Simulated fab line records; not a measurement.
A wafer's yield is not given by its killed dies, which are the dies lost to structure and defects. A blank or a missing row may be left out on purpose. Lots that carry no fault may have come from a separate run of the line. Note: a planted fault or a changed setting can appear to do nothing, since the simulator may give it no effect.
Matching of chambers | flow sky130 | SKY_METAL4_ETCH_17 on rie_diel-02 has 4 sister chambers
The step etches SiO2 in C4F8/O2/Ar, stops on TiN, time 3.9 s, target depth 15 nm. 4 wafers are shown with their chamber, then 7 later ones without.

## WAFERS WITH THEIR CHAMBER
wafer  | chamber | oes_product_au (a.u.)
L234.6 | 2       | 0.746
L238.5 | 1       | 0.758
L241.2 | 0       | 0.741
L241.3 | 3       | 0.744

## WAFERS WITH NO CHAMBER GIVEN
wafer  | oes_product_au (a.u.)
L241.4 | 0.759
L246.3 | 0.741
L246.4 | 0.744
L246.5 | 0.751
L250.4 | 0.756
L250.5 | 0.746
L250.6 | 0.751

## WHICH CHAMBER EACH WENT THROUGH
wafer  | from the rows above               | in truth
L241.4 | 1                                 | 1
L246.3 | can't be placed: 0 or 3 or 2      | 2
L246.4 | can't be placed: 3 or 2 or 0      | 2
L246.5 | can't be placed: 2 or 1 or 3 or 0 | 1
L250.4 | 1                                 | 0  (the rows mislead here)
L250.5 | can't be placed: 2 or 3 or 0      | 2
L250.6 | can't be placed: 2 or 1 or 3 or 0 | 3
1 of 7 placed correctly. From these rows, 5 cannot be placed; in 5 the true chamber is one of the candidates. Number placed wrongly: 1.
How it was worked out, from the rows above alone: a wafer's distance from a chamber is the root of the sum, over the readings, of the square of ((its reading less the chamber's mean) divided by the reading's scatter). If the next closest chamber is less than 2 further off than the closest, the wafer can't be placed; otherwise it belongs to the closest. A chamber's mean is the mean of its shown wafers. The scatter: root of mean squared gap, hidden wafer to nearest shown wafer, with one shown wafer a chamber.
